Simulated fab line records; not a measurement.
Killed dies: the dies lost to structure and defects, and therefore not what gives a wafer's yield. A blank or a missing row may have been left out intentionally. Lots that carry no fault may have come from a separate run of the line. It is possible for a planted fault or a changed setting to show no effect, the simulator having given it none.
fab line records -- flow sfq_line
[record] lots = 6, wafers = 18, last_day = 92
route steps=325 shown M1@62 I1@73 M2@88 I2@103 M8@325
lots that met no fault: taken from a fault-free run of the same line
start_h: hours from the record's opening day to when the first of the lot's shown wafers began -- wait_h: how many hours have passed since the lot's step before this one -- " unchanged from the row above -- L1.1+2: one row covering several wafers at once -- - value missing, or start not given -- * or withheld: withheld -- < > ~ a bound
route shown NAME@n: NAME is a module with steps in the file, n the number in the route of the first one -- usual: mean/standard deviation of fault-free wafers -- same: alike in all rows -- chamber/n: place in a boat -- sites: each site's reading -- _std_site: their standard deviation -- _edge_site: inner sites' mean taken away from outer sites' mean -- radius_mm: for every site, how far away it sits from the centre of the wafer -- mask NAME#n: copy n -- behind: the last tool/chamber to shape the wafer -- hold: cause of the lot's hold/its duration in hours/its outcome -- device: transistor that didn't switch, given as n, p or np -- end of line: the route-end tests of the same wafers -- for a step that has no rows: nothing shown but its recipe -- killed: dies that structure and defects cost at the first sort, which is not the same as the wafer's yield -- map: per-die view of a wafer (x killed, . not killed, _ where there is no die)
set.NAME: the setting that was run; set.NAME@STEP: the one run at that earlier step -- model.NAME: the simulator's own value behind a step, which no gauge read
a table for each step, a row for each wafer; lots at some steps of the route
services: from which hour (start_h, from the record's first day; less than 0 if before it) a tool's chamber was out of use, for how many hours, and why
[[steps]]
[step SFQ_TRILAYER_M1_LITHO_COAT_044]
[recipe] resist = BARC, spin_rpm = 3000, resist_thk_nm = 62
[step SFQ_TRILAYER_M1_LITHO_COAT_039]
[recipe] resist = KrF, spin_rpm = 3000, resist_thk_nm = 600
[step SFQ_TRILAYER_M1_LITHO_SOFTBAKE_043]
[recipe] temp_c = withheld, time_s = withheld, resist = KrF
[step SFQ_TRILAYER_M1_LITHO_EXPOSE_040]
[recipe] mask_id = M1, na = 0.6, source_shape = conventional, sigma_outer = 0.65, target_cd_nm = 500, dose_mj = 14.4
[step SFQ_TRILAYER_M1_LITHO_PEB_042]
[recipe] peb_temp_c = 115, peb_time_s = 60, resist = KrF
[step SFQ_TRILAYER_M1_LITHO_DEVELOP_041]
[recipe] time_s = 60, resist = KrF
[step SFQ_M1_OVL_MEAS_911]
[usual] M1_OVL = -1/6.5
lot.wafer,tool,chamber,start_h,wait_h,M1_OVL[nm]
L290.1,overlay-01,-,563.88,0.1,1
L290.2,overlay-01,-,563.88,0.1,-4
L290.6,overlay-01,-,563.88,0.1,-4
L292.2,overlay-02,-,586.59,0.1,-7
L292.5,overlay-02,-,586.59,0.1,8
L292.6,overlay-02,-,586.59,0.1,-2
L303.1,overlay-02,-,714.73,0.1,-8
L303.3,overlay-02,-,714.73,0.1,-11
L303.4,overlay-02,-,714.73,0.1,-13
L304.1,overlay-01,-,721.93,0.1,-9
L304.2,overlay-01,-,721.93,0.1,-3
L304.6,overlay-01,-,721.93,0.1,-6
L307.1,overlay-01,-,742.33,0.1,-8
L307.4,overlay-01,-,742.33,0.1,-6
L307.6,overlay-01,-,742.33,0.1,0
L310.1,overlay-02,-,780.99,0.1,-8
L310.2,overlay-02,-,780.99,0.1,0
L310.4,overlay-02,-,780.99,0.1,-2
[step SFQ_TRILAYER_M1_BARC_OPEN_METAL_ETCH_054]
[recipe] mask_material = PR, chemistry = O2, target_depth_nm = 125, target = BARC, icp_w = 600, bias_w = 80, pressure_mtorr = 10, time_s = 41.7
[usual] bias_w = 80.03/0.26, drypump_motor_current_A = 5.65/0.27, oes_product_au = 0.685/0.0044
lot.wafer,tool,chamber,start_h,wait_h,bias_w,drypump_motor_current_A,oes_product_au,rf_hours_counter_h
L290.1,rie_metal-02,0,563.92,0.0,80.22,5.97,0.679,135
L290.2,rie_metal-02,1,563.92,0.0,79.62,5.75,0.677,96
L290.6,rie_metal-02,0,563.92,0.0,80.13,5.99,0.689,-
L292.2,rie_metal-01,1,586.64,0.0,80.21,5.71,0.688,-
L292.5,rie_metal-01,1,586.64,0.0,80.47,5.71,0.694,-
L292.6,rie_metal-01,1,586.64,0.0,80.10,5.74,0.690,-
L303.1,rie_metal-01,1,714.77,0.0,79.71,5.73,0.690,64
L303.3,rie_metal-01,1,714.77,0.0,80.02,5.72,0.686,-
L303.4,rie_metal-01,0,714.77,0.0,79.98,5.85,0.690,-
L304.1,rie_metal-02,1,721.97,0.0,80.17,5.80,0.689,117
L304.2,rie_metal-02,0,721.97,0.0,80.13,5.98,0.683,11
L304.6,rie_metal-02,0,721.97,0.0,80.38,5.98,0.684,-
L307.1,rie_metal-01,0,742.37,0.0,79.86,5.84,0.683,137
L307.4,rie_metal-01,0,742.37,0.0,79.74,5.82,0.679,-
L307.6,rie_metal-01,0,742.37,0.0,79.96,5.83,0.684,-
L310.1,rie_metal-04,1,781.03,0.0,80.14,5.33,0.686,42
L310.2,rie_metal-04,0,781.03,0.0,79.68,5.18,0.693,59
L310.4,rie_metal-04,1,781.03,0.0,79.53,5.34,0.690,-
[step SFQ_TRILAYER_M1_ETCH_METAL_ETCH_042]
[recipe] target = Nb, stop_on = SiO2, mask_material = PR, chemistry = Cl2/Ar, target_depth_nm = 240, icp_w = 600, bias_w = 80, pressure_mtorr = 10, time_s = 120
[step SFQ_TRILAYER_M1_STRIP_STRIP_043]
[recipe] gas = O2, power_w = 200, platen_temp_c = 40, overash_fraction = 0.65, chemistry = O2, pressure_mtorr = 50
[step SFQ_TRILAYER_M1_STRIP_SOLV_CLEAN_044]
[recipe] chemistry = NMP, temp_c = 70, time_s = 600
[step SFQ_TRILAYER_I1_DEP_PECVD_045]
[recipe] material = SiO2, temp_c = 150, time_s = 111.11, pressure_torr = 2.4, rf_w = 183.3, precursor = SiH4/N2O, target_thk_nm = 500
[step SFQ_TRILAYER_I1_CMP_CMP_046]
[recipe] material = SiO2, down_force_psi = 3, platen_rpm = 60, pad_velocity_m_s = 0.94248
[usual] motor_current_A = 10.7/0.85, slurry_flow_ml_min = 150.0/0.46, time_to_endpoint_s = 214/7.2
lot.wafer,tool,chamber,start_h,wait_h,motor_current_A,slurry_flow_ml_min,time_to_endpoint_s,model.SiO2_of_TRILAYER_I1_DEP_PECVD_045.thk_nm
L290.2,cmp-01,0,565.95,1.0,11.5,150.6,211,198.8
L290.1,cmp-01,1,565.95,1.0,9.3,150.0,213,198.3
L290.6,cmp-01,2,565.95,1.0,11.1,148.9,216,198.8
L292.2,cmp-02,2,593.25,4.9,10.6,149.0,201,200.5
L292.5,cmp-02,2,595.25,6.8,10.4,149.7,209,199.5
L292.6,cmp-02,3,595.25,6.8,11.4,148.8,220,199.8
L303.1,cmp-01,3,716.30,0.5,10.1,149.9,214,199.3
L303.4,cmp-01,0,716.30,0.5,12.4,149.7,261,147.6
L303.3,cmp-01,1,716.30,0.5,9.0,149.9,209,198.4
L304.2,cmp-01,1,723.52,0.5,9.1,150.3,206,199.5
L304.1,cmp-01,2,723.52,0.5,11.0,150.0,209,199
L304.6,cmp-01,0,725.02,2.0,11.5,150.4,242,149.6
L307.4,cmp-02,0,743.40,0.0,11.1,150.3,210,200.3
L307.1,cmp-02,1,743.40,0.0,10.8,150.0,204,200.5
L307.6,cmp-02,1,745.90,2.5,12.3,149.8,208,199.4
L310.2,cmp-02,3,783.73,1.7,11.3,150.1,213,200.3
L310.1,cmp-02,0,783.73,1.7,10.8,150.5,206,200
L310.4,cmp-02,1,783.73,1.7,11.0,149.8,220,199.7
[step SFQ_I1_BOW_MEAS_912]
[recipe] mode = bow
[usual] I1_BOW = 0/8.3
lot.wafer,tool,chamber,start_h,wait_h,I1_BOW[um]
L290.1,film_metro-03,-,567.95,1.0,8
L290.2,film_metro-03,-,567.95,1.0,-9
L290.6,film_metro-03,-,567.95,1.0,15
L292.2,film_metro-02,-,596.27,2.5,4
L292.5,film_metro-02,-,596.27,2.5,10
L292.6,film_metro-02,-,596.27,2.5,-2
L303.1,film_metro-04,-,718.80,2.0,-2
L303.3,film_metro-04,-,718.80,2.0,-9
L303.4,film_metro-04,-,718.80,2.0,6
L304.1,film_metro-04,-,726.02,1.5,3
L304.2,film_metro-04,-,726.02,1.5,0
L304.6,film_metro-04,-,726.02,1.5,9
L307.1,film_metro-04,-,746.40,2.0,6
L307.4,film_metro-04,-,746.40,2.0,9
L307.6,film_metro-04,-,746.40,2.0,2
L310.1,film_metro-04,-,786.73,2.0,-5
L310.2,film_metro-04,-,786.73,2.0,-2
L310.4,film_metro-04,-,786.73,2.0,4
[step SFQ_TRILAYER_I1_METRO_MEASURE_047]
[usual] thk_nm = 199.9/0.82
lot.wafer,tool,chamber,start_h,wait_h,thk_nm
L290.1,film_metro-03,-,568.07,0.1,198.4
L290.2,film_metro-03,-,568.07,0.1,198.8
L290.6,film_metro-03,-,568.07,0.1,198.7
L292.2,film_metro-02,-,596.57,0.3,200.4
L292.5,film_metro-02,-,596.57,0.3,199.4
L292.6,film_metro-02,-,596.57,0.3,199.6
L303.1,film_metro-04,-,718.92,0.1,199.2
L303.3,film_metro-04,-,718.92,0.1,198.5
L303.4,film_metro-04,-,718.92,0.1,147.6
L304.1,film_metro-04,-,726.14,0.1,199.0
L304.2,film_metro-04,-,726.14,0.1,199.5
L304.6,film_metro-04,-,726.14,0.1,149.6
L307.1,film_metro-04,-,746.52,0.1,200.5
L307.4,film_metro-04,-,746.52,0.1,200.7
L307.6,film_metro-04,-,746.52,0.1,199.4
L310.1,film_metro-04,-,786.85,0.1,200.0
L310.2,film_metro-04,-,786.85,0.1,200.4
L310.4,film_metro-04,-,786.85,0.1,199.9
[step SFQ_TRILAYER_I1_VIA_LITHO_COAT_054]
[recipe] resist = BARC, spin_rpm = 3000, resist_thk_nm = 62
[step SFQ_TRILAYER_I1_VIA_LITHO_COAT_049]
[recipe] resist = KrF, spin_rpm = 3000, resist_thk_nm = 650
[step SFQ_TRILAYER_I1_VIA_LITHO_SOFTBAKE_053]
[recipe] temp_c = withheld, time_s = withheld, resist = KrF
[step SFQ_TRILAYER_I1_VIA_LITHO_EXPOSE_050]
[recipe] mask_id = I1, na = 0.6, source_shape = conventional, sigma_outer = 0.65, target_cd_nm = 500, dose_mj = 21.3
[step SFQ_TRILAYER_I1_VIA_LITHO_PEB_052]
[recipe] peb_temp_c = 115, peb_time_s = 60, resist = KrF
[step SFQ_TRILAYER_I1_VIA_LITHO_DEVELOP_051]
[recipe] time_s = 60, resist = KrF
[step SFQ_I1_OVL_MEAS_913]
[usual] I1_OVL = 1/5.3
lot.wafer,tool,chamber,start_h,wait_h,I1_OVL[nm]
L290.1,overlay-01,-,723.13,0.1,0
L290.2,overlay-01,-,723.13,0.1,0
L290.6,overlay-01,-,723.13,0.1,-4
L292.2,overlay-01,-,746.06,0.1,4
L292.5,overlay-01,-,746.06,0.1,6
L292.6,overlay-01,-,746.06,0.1,5
L303.1,overlay-01,-,864.29,0.1,13
L303.3,overlay-01,-,864.29,0.1,11
L303.4,overlay-01,-,864.29,0.1,4
L304.1,overlay-01,-,878.94,0.1,9
L304.2,overlay-01,-,878.94,0.1,5
L304.6,overlay-01,-,878.94,0.1,8
L307.1,overlay-02,-,898.14,0.1,5
L307.4,overlay-02,-,898.14,0.1,1
L307.6,overlay-02,-,898.14,0.1,-1
L310.1,overlay-01,-,935.59,0.1,0
L310.2,overlay-01,-,935.59,0.1,-4
L310.4,overlay-01,-,935.59,0.1,-7
[step SFQ_TRILAYER_I1_VIA_BARC_OPEN_VIA_ETCH_071]
[recipe] mask_material = PR, chemistry = O2, target_depth_nm = 125, target = BARC, source_w = 500, bias_w = 80, pressure_mtorr = 30, time_s = 41.7
[step SFQ_TRILAYER_I1_VIA_ETCH_VIA_ETCH_052]
[recipe] target = SiO2, stop_on = Nb, mask_material = PR, taper_deg = 20, chemistry = CHF3, target_depth_nm = 260, source_w = 500, bias_w = 80, pressure_mtorr = 30, time_s = withheld
[usual] bias_w = 79.97/0.23, drypump_motor_current_A = 5.8/0.49, oes_product_au = 0.854/0.0048
lot.wafer,tool,chamber,start_h,wait_h,bias_w,drypump_motor_current_A,oes_product_au,model.etch.depth_nm,model.I1.feature_depth_nm
L290.1,rie_diel-01,2,723.20,0.0,80.20,5.9,0.854,198.3,198.3
L290.2,rie_diel-01,0,723.20,0.0,79.77,5.6,0.857,198.8,198.8
L290.6,rie_diel-01,0,723.20,0.0,80.05,5.5,0.850,198.8,198.8
L292.2,rie_diel-02,1,746.13,0.0,80.08,4.9,0.854,200.5,200.5
L292.5,rie_diel-02,0,746.13,0.0,79.96,5.6,0.850,199.5,199.5
L292.6,rie_diel-02,1,746.13,0.0,80.22,4.8,0.856,199.8,199.8
L303.1,rie_diel-02,2,864.37,0.0,80.20,6.0,0.855,199.3,199.3
L303.3,rie_diel-02,1,864.37,0.0,79.80,4.8,0.851,198.4,198.4
L303.4,rie_diel-02,0,864.37,0.0,79.96,5.6,0.725,147.6,147.6
L304.1,rie_diel-01,2,879.02,0.0,79.87,5.9,0.846,199,199
L304.2,rie_diel-01,1,879.02,0.0,80.33,6.7,0.848,199.5,199.5
L304.6,rie_diel-01,2,879.02,0.0,80.05,5.9,0.738,149.6,149.6
L307.1,rie_diel-02,2,898.22,0.0,79.72,6.0,0.842,200.5,200.5
L307.4,rie_diel-02,2,898.22,0.0,79.66,6.0,0.861,200.3,200.3
L307.6,rie_diel-02,1,898.22,0.0,79.98,4.9,0.858,199.4,199.4
L310.1,rie_diel-01,0,935.67,0.0,80.32,5.6,0.853,200,200
L310.2,rie_diel-01,2,935.67,0.0,79.97,5.9,0.848,200.3,200.3
L310.4,rie_diel-01,1,935.67,0.0,79.63,6.7,0.852,199.7,199.7
[step SFQ_TRILAYER_I1_VIA_STRIP_STRIP_053]
[recipe] gas = O2, power_w = 200, platen_temp_c = 40, overash_fraction = 0.65, chemistry = O2, pressure_mtorr = 50
[step SFQ_TRILAYER_I1_VIA_STRIP_SOLV_CLEAN_054]
[recipe] chemistry = NMP, temp_c = 70, time_s = 600
[step SFQ_TRILAYER_M2_DEP_PRE_CLEAN_056]
[recipe] gas = Ar, time_s = 22.5, bias_v = 250
lot.wafer,tool,chamber,start_h,wait_h,model.SiO2_of_TRILAYER_I1_DEP_PECVD_045.thk_nm
L290.1,pvd_sputter-04,-,724.09,0.0,190.8
L290.2+6,pvd_sputter-04,-,724.09,0.0,191.3
L292.2,pvd_sputter-05,-,747.02,0.0,193
L292.5,pvd_sputter-05,-,747.02,0.0,192
L292.6,pvd_sputter-05,-,747.02,0.0,192.3
L303.1,pvd_sputter-04,-,865.43,0.0,191.8
L303.3,pvd_sputter-04,-,865.43,0.0,190.9
L303.4,pvd_sputter-04,-,865.43,0.0,140.1
L304.1,pvd_sputter-05,-,879.91,0.0,191.5
L304.2,pvd_sputter-05,-,879.91,0.0,192
L304.6,pvd_sputter-05,-,879.91,0.0,142.1
L307.1,pvd_sputter-05,-,899.11,0.0,193
L307.4,pvd_sputter-05,-,899.11,0.0,192.8
L307.6,pvd_sputter-05,-,899.11,0.0,191.9
L310.1,pvd_sputter-06,-,936.56,0.0,192.5
L310.2,pvd_sputter-06,-,936.56,0.0,192.8
L310.4,pvd_sputter-06,-,936.56,0.0,192.2
[step SFQ_TRILAYER_M2_DEP_SPUTTER_055]
[recipe] material = Nb, base_pressure_pa = 1.33e-06, chamber_pressure_pa = 0.1333, substrate_temp_c = 20, resputter_cathode_voltage_v = 400, target_thk_nm = 200, power_w = 2000, time_s = 133.3
[usual] resputter_cathode_voltage_v = 400/4.2, throttle_valve_pct = 29.8/0.69
lot.wafer,tool,chamber,start_h,wait_h,resputter_cathode_voltage_v,throttle_valve_pct
L290.1,pvd_sputter-04,-,724.12,0.0,395,29.2
L290.2,pvd_sputter-04,-,724.12,0.0,394,28.8
L290.6,pvd_sputter-04,-,724.12,0.0,397,30.6
L292.2,pvd_sputter-05,-,747.05,0.0,405,30.2
L292.5,pvd_sputter-05,-,747.05,0.0,406,29.0
L292.6,pvd_sputter-05,-,747.05,0.0,399,30.3
L303.1,pvd_sputter-04,-,865.46,0.0,400,29.0
L303.3,pvd_sputter-04,-,865.46,0.0,397,29.3
L303.4,pvd_sputter-04,-,865.46,0.0,402,30.9
L304.1,pvd_sputter-05,-,879.94,0.0,400,30.3
L304.2,pvd_sputter-05,-,879.94,0.0,403,29.2
L304.6,pvd_sputter-05,-,879.94,0.0,397,29.5
L307.1,pvd_sputter-05,-,899.14,0.0,398,30.2
L307.4,pvd_sputter-05,-,899.14,0.0,404,29.8
L307.6,pvd_sputter-05,-,899.14,0.0,402,30.2
L310.1,pvd_sputter-06,-,936.59,0.0,402,30.0
L310.2,pvd_sputter-06,-,936.59,0.0,400,31.0
L310.4,pvd_sputter-06,-,936.59,0.0,403,29.3
[step SFQ_M2_RS_MEAS_914]
[recipe] thk_meas_gauge = four-point-probe, reads = Nb_of_TRILAYER_M2_DEP_SPUTTER_055
[usual] M2_NB_RS = 0.894/0.0095
lot.wafer,tool,chamber,start_h,wait_h,M2_NB_RS[ohm/sq]
L290.1,film_metro-01,-,724.21,0.0,0.887
L290.2,film_metro-01,-,724.21,0.0,0.884
L290.6,film_metro-01,-,724.21,0.0,0.891
L292.2,film_metro-03,-,747.16,0.1,0.899
L292.5,film_metro-03,-,747.16,0.1,0.898
L292.6,film_metro-03,-,747.16,0.1,0.897
L303.1,film_metro-01,-,865.55,0.0,0.871
L303.3,film_metro-01,-,865.55,0.0,0.879
L303.4,film_metro-01,-,865.55,0.0,0.875
L304.1,film_metro-02,-,880.03,0.0,0.897
L304.2,film_metro-02,-,880.03,0.0,0.893
L304.6,film_metro-02,-,880.03,0.0,0.895
L307.1,film_metro-01,-,899.23,0.0,0.909
L307.4,film_metro-01,-,899.23,0.0,0.902
L307.6,film_metro-01,-,899.23,0.0,0.902
L310.1,film_metro-01,-,936.68,0.0,0.905
L310.2,film_metro-01,-,936.68,0.0,0.906
L310.4,film_metro-01,-,936.68,0.0,0.907
[step SFQ_TRILAYER_M2_LITHO_COAT_062]
[recipe] resist = BARC, spin_rpm = 3000, resist_thk_nm = 62
[step SFQ_TRILAYER_M2_LITHO_COAT_057]
[recipe] resist = KrF, spin_rpm = 3000, resist_thk_nm = 600
[step SFQ_TRILAYER_M2_LITHO_SOFTBAKE_061]
[recipe] temp_c = withheld, time_s = withheld, resist = KrF
[step SFQ_TRILAYER_M2_LITHO_EXPOSE_058]
[recipe] mask_id = M2, na = 0.6, source_shape = conventional, sigma_outer = 0.65, target_cd_nm = 500, dose_mj = 14.4
[step SFQ_TRILAYER_M2_LITHO_PEB_060]
[recipe] peb_temp_c = 115, peb_time_s = 60, resist = KrF
[step SFQ_TRILAYER_M2_LITHO_DEVELOP_059]
[recipe] time_s = 60, resist = KrF
[step SFQ_M2_OVL_MEAS_916]
[usual] M2_OVL = -2/5.8
lot.wafer,tool,chamber,start_h,wait_h,M2_OVL[nm]
L290.1,overlay-02,-,872.82,0.1,-4
L290.2,overlay-02,-,872.82,0.1,-8
L290.6,overlay-02,-,872.82,0.1,-2
L292.2,overlay-01,-,896.95,0.1,-10
L292.5,overlay-01,-,896.95,0.1,-15
L292.6,overlay-01,-,896.95,0.1,-14
L303.1,overlay-01,-,1016.68,0.1,5
L303.3,overlay-01,-,1016.68,0.1,-3
L303.4,overlay-01,-,1016.68,0.1,-1
L304.1,overlay-01,-,1027.48,0.1,-2
L304.2,overlay-01,-,1027.48,0.1,0
L304.6,overlay-01,-,1027.48,0.1,2
L307.1,overlay-01,-,1051.61,0.1,-7
L307.4,overlay-01,-,1051.61,0.1,-1
L307.6,overlay-01,-,1051.61,0.1,2
L310.1,overlay-01,-,1084.50,0.1,-1
L310.2,overlay-01,-,1084.50,0.1,-4
L310.4,overlay-01,-,1084.50,0.1,4
[step SFQ_TRILAYER_M2_BARC_OPEN_METAL_ETCH_077]
[recipe] mask_material = PR, chemistry = O2, target_depth_nm = 125, target = BARC, icp_w = 600, bias_w = 80, pressure_mtorr = 10, time_s = 41.7
[usual] bias_w = 80.02/0.28, drypump_motor_current_A = 5.54/0.23, oes_product_au = 0.685/0.0043
lot.wafer,tool,chamber,start_h,wait_h,bias_w,drypump_motor_current_A,oes_product_au,rf_hours_counter_h
L290.1,rie_metal-01,0,872.85,0.0,79.89,5.82,0.684,10
L290.2,rie_metal-01,1,872.85,0.0,80.13,5.72,0.680,88
L290.6,rie_metal-01,1,872.85,0.0,80.02,5.70,0.693,-
L292.2,rie_metal-03,1,897.00,0.0,79.77,5.28,0.689,-
L292.5,rie_metal-03,1,897.00,0.0,79.77,5.29,0.680,-
L292.6,rie_metal-03,1,897.00,0.0,79.57,5.32,0.680,-
L303.1,rie_metal-04,0,1016.72,0.0,79.51,5.17,0.679,92
L303.3,rie_metal-04,1,1016.72,0.0,80.19,5.34,0.683,-
L303.4,rie_metal-04,0,1016.72,0.0,79.22,5.17,0.677,-
L304.1,rie_metal-01,1,1027.52,0.0,80.18,5.71,0.688,106
L304.2,rie_metal-01,0,1027.52,0.0,80.12,5.81,0.690,27
L304.6,rie_metal-01,0,1027.52,0.0,80.16,5.82,0.689,-
L307.1,rie_metal-04,0,1051.64,0.0,80.36,5.17,0.685,97
L307.4,rie_metal-04,1,1051.64,0.0,79.76,5.32,0.688,-
L307.6,rie_metal-04,1,1051.64,0.0,80.23,5.35,0.690,-
L310.1,rie_metal-04,1,1084.53,0.0,80.02,5.36,0.685,84
L310.2,rie_metal-04,0,1084.53,0.0,79.79,5.16,0.682,101
L310.4,rie_metal-04,1,1084.53,0.0,80.04,5.33,0.691,-
[step SFQ_TRILAYER_M2_ETCH_METAL_ETCH_060]
[recipe] target = Nb, stop_on = SiO2, mask_material = PR, chemistry = Cl2/Ar, target_depth_nm = 240, icp_w = 600, bias_w = 80, pressure_mtorr = 10, time_s = 120
[usual] bias_w = 79.97/0.22, drypump_motor_current_A = 5.54/0.23, oes_product_au = 0.892/0.0067
lot.wafer,tool,chamber,start_h,wait_h,bias_w,drypump_motor_current_A,oes_product_au,rf_hours_counter_h
L290.1,rie_metal-01,0,872.91,0.0,79.71,5.83,0.891,10
L290.2,rie_metal-01,1,872.91,0.0,79.87,5.72,0.892,88
L290.6,rie_metal-01,1,872.91,0.0,79.78,5.72,0.895,-
L292.2,rie_metal-03,1,897.14,0.1,79.52,5.30,0.893,-
L292.5,rie_metal-03,1,897.14,0.1,79.50,5.33,0.895,-
L292.6,rie_metal-03,1,897.14,0.1,79.84,5.31,0.895,-
L303.1,rie_metal-04,0,1016.78,0.0,80.00,5.17,0.909,92
L303.3,rie_metal-04,1,1016.78,0.0,80.32,5.31,0.903,-
L303.4,rie_metal-04,0,1016.78,0.0,79.79,5.17,0.903,-
L304.1,rie_metal-01,1,1027.58,0.0,80.16,5.70,0.892,106
L304.2,rie_metal-01,0,1027.58,0.0,79.67,5.79,0.889,27
L304.6,rie_metal-01,0,1027.58,0.0,80.14,5.77,0.896,-
L307.1,rie_metal-04,0,1051.70,0.0,79.98,5.17,0.890,97
L307.4,rie_metal-04,1,1051.70,0.0,79.70,5.37,0.890,-
L307.6,rie_metal-04,1,1051.70,0.0,79.64,5.36,0.894,-
L310.1,rie_metal-04,1,1084.59,0.0,79.89,5.32,0.885,84
L310.2,rie_metal-04,0,1084.59,0.0,80.03,5.17,0.884,101
L310.4,rie_metal-04,1,1084.59,0.0,79.94,5.31,0.895,-
[step SFQ_TRILAYER_M2_STRIP_STRIP_061]
[recipe] gas = O2, power_w = 200, platen_temp_c = 40, overash_fraction = 0.65, chemistry = O2, pressure_mtorr = 50
[step SFQ_TRILAYER_M2_STRIP_SOLV_CLEAN_062]
[recipe] chemistry = NMP, temp_c = 70, time_s = 600
[step SFQ_TRILAYER_I2_DEP_PECVD_063]
[recipe] material = SiO2, temp_c = 150, time_s = 111.11, pressure_torr = 2.4, rf_w = 183.3, precursor = SiH4/N2O, target_thk_nm = 500
[usual] heater_power_w = 90/13, throttle_valve_pct = 24.0/1.2
lot.wafer,tool,chamber,start_h,wait_h,heater_power_w,throttle_valve_pct
L290.1,pecvd-03,0,873.81,0.0,67,23.1
L290.2,pecvd-03,2,873.81,0.0,113,27.9
L290.6,pecvd-03,1,873.81,0.0,98,25.0
L292.2,pecvd-02,2,898.72,0.0,90,24.3
L292.5,pecvd-02,2,898.72,0.0,88,24.3
L292.6,pecvd-02,1,898.72,0.0,85,23.2
L303.1,pecvd-04,1,1017.68,0.0,104,24.7
L303.3,pecvd-04,0,1017.68,0.0,77,25.0
L303.4,pecvd-04,0,1017.68,0.0,79,24.9
L304.1,pecvd-02,2,1028.48,0.0,81,24.4
L304.2,pecvd-02,1,1028.48,0.0,90,23.3
L304.6,pecvd-02,2,1028.48,0.0,84,24.2
L307.1,pecvd-04,1,1052.60,0.0,88,24.8
L307.4,pecvd-04,1,1052.60,0.0,94,24.8
L307.6,pecvd-04,0,1052.60,0.0,71,25.0
L310.1,pecvd-03,0,1085.49,0.0,62,22.7
L310.2,pecvd-03,2,1085.49,0.0,97,24.9
L310.4,pecvd-03,1,1085.49,0.0,92,23.1
[step SFQ_M8_BOW_MEAS_951]
[recipe] mode = bow
[usual] M8_BOW = 8/12
lot.wafer,tool,chamber,start_h,wait_h,M8_BOW[um],model.etest.i1.link_ohm
L290.1,film_metro-04,-,1883.31,0.0,11,1.976
L290.2,film_metro-04,-,1883.31,0.0,-8,1.971
L290.6,film_metro-04,-,1883.31,0.0,18,1.983
L292.2,film_metro-01,-,1997.22,0.0,9,1.987
L292.5,film_metro-01,-,1997.22,0.0,17,1.99
L292.6,film_metro-01,-,1997.22,0.0,4,1.989
L303.1,film_metro-03,-,2046.22,0.0,9,1.942
L303.3,film_metro-03,-,2046.22,0.0,4,1.955
L303.4,film_metro-03,-,2046.22,0.0,17,1.896
L304.1,film_metro-03,-,2047.40,0.0,5,1.973
L304.2,film_metro-03,-,2047.40,0.0,3,1.965
L304.6,film_metro-03,-,2047.40,0.0,12,1.916
L307.1,film_metro-04,-,2139.49,0.0,24,2.013
L307.4,film_metro-04,-,2139.49,0.0,26,1.991
L307.6,film_metro-04,-,2139.49,0.0,21,1.999
L310.1,film_metro-01,-,2196.13,0.0,20,1.976
L310.2,film_metro-01,-,2196.13,0.0,21,1.974
L310.4,film_metro-01,-,2196.13,0.0,26,1.981
[[services]]
tool,chamber,start_h,hours,kind
film_metro-04,-,569.73,0.4,pm
film_metro-04,-,572.87,3.6,pm
rie_metal-04,-,579.00,0.1,repair
rie_metal-01,0,585.60,5.9,repair
rie_metal-01,1,662.95,9.9,repair
rie_metal-01,0,679.89,1.5,repair
pvd_sputter-04,-,710.68,3.0,repair
pvd_sputter-05,-,710.76,5.5,repair
film_metro-04,-,730.41,1.1,pm
film_metro-04,-,755.70,0.4,pm
rie_metal-04,1,758.70,13.0,repair
rie_metal-01,0,781.02,1.5,repair
pvd_sputter-04,-,787.18,12.3,repair
rie_metal-01,1,788.40,7.7,repair
pvd_sputter-05,-,793.38,1.7,repair
pvd_sputter-04,-,814.41,14.8,repair
film_metro-04,-,814.73,0.4,pm
film_metro-04,-,817.25,8.3,pm
rie_metal-01,-,883.02,14.6,pm
rie_metal-01,-,906.70,1.4,repair
rie_metal-04,-,945.19,0.2,repair
pvd_sputter-05,-,1012.28,2.5,repair
rie_metal-04,0,1058.15,8.0,repair
pvd_sputter-05,-,1075.07,5.1,repair
[[key]]
[first_sign] step = SFQ_TRILAYER_I1_CMP_CMP_046, reading = time_to_endpoint_s, direction = up, sigmas = 5.2, usual = *, struck = *
[effect] step = SFQ_TRILAYER_I1_METRO_MEASURE_047, reading = thk_nm, direction = down, sigmas = 63, usual = 199.9, struck = 148.6
[effect] step = SFQ_TRILAYER_I1_VIA_ETCH_VIA_ETCH_052, reading = oes_product_au, direction = down, sigmas = 26, usual = 0.854, struck = 0.732
[model_effect] step = SFQ_TRILAYER_I1_CMP_CMP_046, value = SiO2_of_TRILAYER_I1_DEP_PECVD_045.thk_nm, without = 198.6, struck = 148.6
[model_effect] step = SFQ_TRILAYER_I1_VIA_ETCH_VIA_ETCH_052, value = etch.depth_nm, without = 198.6, struck = 148.6
[model_effect] step = SFQ_TRILAYER_M2_DEP_PRE_CLEAN_056, value = SiO2_of_TRILAYER_I1_DEP_PECVD_045.thk_nm, without = 191.1, struck = 141.1
[model_effect] step = SFQ_M8_BOW_MEAS_951, value = etest.i1.link_ohm, without = 1.953, struck = 1.906
met_at SFQ_TRILAYER_I1_CMP_CMP_046
struck_wafers L303.4,L304.6
onset_between 565.95 716.30
[fault] kind = process_parameter_drift, tool = cmp-01, chamber = 0, onset_h = 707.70, steps = SFQ_TRILAYER_I1_CMP_CMP_046, channel = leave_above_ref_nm, offset = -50, shape = step, end_h = 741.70, acts_in = these_recipes_only, stated = 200
